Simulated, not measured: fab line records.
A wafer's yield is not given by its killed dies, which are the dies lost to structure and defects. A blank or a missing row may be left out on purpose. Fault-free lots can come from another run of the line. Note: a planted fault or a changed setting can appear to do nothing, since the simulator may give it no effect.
One fault seen from 2 desks / flow gf180mcu / numbers are kept per desk, each desk with only its own; the story behind them comes last

== TOOL OWNER'S DESK, lpcvd-01 ==
The tool's own readings at GF_POLY_GATE_CVD_00 (deposits poly-Si, target thk 200 nm, time 1200 s): means of the sampled wafers that have a number, for each lot that ran on this tool. The brackets show how far a lot's mean lies from the usual mean; more than 4 standard deviations puts the lot out of limits, marked OUT.
Columns: A = spike tc bottom C at GF_POLY_GATE_CVD_00, usual 642.1 C; B = susceptor temp C at GF_POLY_GATE_CVD_00, usual 620.02 C
lot=L793; first seen here=day 8 18:08; A=641.1; B=620.02
lot=L795; first seen here=day 9 11:04; A=643.0; B=620.15
lot=L796; first seen here=day 9 17:59; A=641.1; B=619.94
lot=L797; first seen here=day 9 23:24; A=643.7; B=619.77
lot=L798; first seen here=day 10 07:00; A=642.6; B=619.79
lot=L801; first seen here=day 11 06:38; A=643.0; B=620.15
lot=L802; first seen here=day 11 13:04; A=643.3; B=620.27
lot=L813; first seen here=day 14 14:37; A=641.6; B=620.11
lot=L815; first seen here=day 15 02:51; A=642.7; B=619.97
This desk's finding: nothing out of limits on any of the 9 lots.

== AT THE METROLOGY DESK ==
Means of the sampled wafers that have a number, per lot and without regard to the tool the lot ran on: this is what the gauges read. The brackets show how far a lot's mean lies from the usual mean; more than 4 standard deviations puts the lot out of limits, marked OUT.
Columns: A = V5_CVD_02_THK at GF_V5_THK_MEAS_03, usual 1459 nm
lot=L792; first seen here=day 26 10:05; A=1485
lot=L793; first seen here=day 26 15:17; A=1439
lot=L794; first seen here=day 27 01:34; A=1440
lot=L795; first seen here=day 27 12:48; A=1470
lot=L796; first seen here=day 27 18:52; A=1427
lot=L797; first seen here=day 28 02:49; A=1439
lot=L798; first seen here=day 28 11:45; A=1469
lot=L801; first seen here=day 29 14:00; A=1474
lot=L802; first seen here=day 29 18:37; A=1460
lot=L809; first seen here=day 31 10:58; A=1444
lot=L811; first seen here=day 32 01:07; A=1443
lot=L812; first seen here=day 32 07:18; A=1481
lot=L813; first seen here=day 32 10:13; A=1477
lot=L815; first seen here=day 32 22:04; A=1452
This desk's finding: nothing out of limits on any of the 14 lots.

== PUT TOGETHER ==
The desk of the tool owner found nothing out of limits.
From the metrology desk's view, nothing was out of limits.

== WHAT THE SIMULATOR PUT IN ==
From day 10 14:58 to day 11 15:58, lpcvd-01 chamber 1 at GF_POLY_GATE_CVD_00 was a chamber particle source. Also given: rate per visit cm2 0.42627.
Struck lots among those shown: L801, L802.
